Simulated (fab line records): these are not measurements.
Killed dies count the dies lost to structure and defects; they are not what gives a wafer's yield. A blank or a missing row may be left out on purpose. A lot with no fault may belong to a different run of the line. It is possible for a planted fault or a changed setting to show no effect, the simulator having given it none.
Chamber matching || flow gf180mcu || 3 sister chambers for GF_V4_CVD_02 on pecvd-04
The step deposits SiO2 from TEOS, target thk 850 nm, time 94.851 s. 6 wafers are shown with their chamber, then 12 later ones without.

## EACH WAFER AND ITS CHAMBER
{"wafer": "L082.4", "chamber": 1, "heaterPowerW (W)": 816}
{"wafer": "L082.5", "chamber": 2, "heaterPowerW (W)": 747}
{"wafer": "L082.6", "chamber": 0, "heaterPowerW (W)": 634}
{"wafer": "L084.1", "chamber": 0, "heaterPowerW (W)": 733}
{"wafer": "L084.2", "chamber": 2, "heaterPowerW (W)": 675}
{"wafer": "L084.6", "chamber": 1, "heaterPowerW (W)": 771}

## WAFERS WITHOUT THEIR CHAMBER
{"wafer": "L086.2", "heaterPowerW (W)": 665}
{"wafer": "L086.5", "heaterPowerW (W)": 722}
{"wafer": "L086.6", "heaterPowerW (W)": 777}
{"wafer": "L087.1", "heaterPowerW (W)": 778}
{"wafer": "L087.4", "heaterPowerW (W)": 634}
{"wafer": "L087.6", "heaterPowerW (W)": 636}
{"wafer": "L091.1", "heaterPowerW (W)": 789}
{"wafer": "L091.2", "heaterPowerW (W)": 765}
{"wafer": "L091.3", "heaterPowerW (W)": 777}
{"wafer": "L094.1", "heaterPowerW (W)": 671}
{"wafer": "L094.5", "heaterPowerW (W)": 745}
{"wafer": "L094.6", "heaterPowerW (W)": 709}

## WHICH CHAMBER EACH WENT THROUGH
{"wafer": "L086.2", "from the rows above": "can't be placed: 0 or 2", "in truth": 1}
{"wafer": "L086.5", "from the rows above": "can't be placed: 2 or 0 or 1", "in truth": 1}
{"wafer": "L086.6", "from the rows above": "can't be placed: 1 or 2 or 0", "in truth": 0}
{"wafer": "L087.1", "from the rows above": "can't be placed: 1 or 2 or 0", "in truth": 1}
{"wafer": "L087.4", "from the rows above": "can't be placed: 0 or 2", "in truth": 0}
{"wafer": "L087.6", "from the rows above": "can't be placed: 0 or 2", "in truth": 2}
{"wafer": "L091.1", "from the rows above": "can't be placed: 1 or 2 or 0", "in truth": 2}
{"wafer": "L091.2", "from the rows above": "can't be placed: 1 or 2 or 0", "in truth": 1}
{"wafer": "L091.3", "from the rows above": "can't be placed: 1 or 2 or 0", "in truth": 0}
{"wafer": "L094.1", "from the rows above": "can't be placed: 0 or 2", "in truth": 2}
{"wafer": "L094.5", "from the rows above": "can't be placed: 2 or 1 or 0", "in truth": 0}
{"wafer": "L094.6", "from the rows above": "can't be placed: 2 or 0 or 1", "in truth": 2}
Correctly placed: 0 of 12. These rows do not allow placing 12 (true chamber among the candidates in 11). Placed wrongly: 0.
How it was worked out, from the rows above alone: a wafer's distance from a chamber is the root of the sum, over the readings, of the square of ((its reading less the chamber's mean) divided by the reading's scatter). The wafer belongs to the nearest chamber; if the next one is less than 2 further off, it can't be placed. A chamber's mean is the mean of its shown wafers. The scatter: the root of (the sum of the squares of (reading less its chamber's mean) over the shown wafers, divided by (wafers less chambers)).
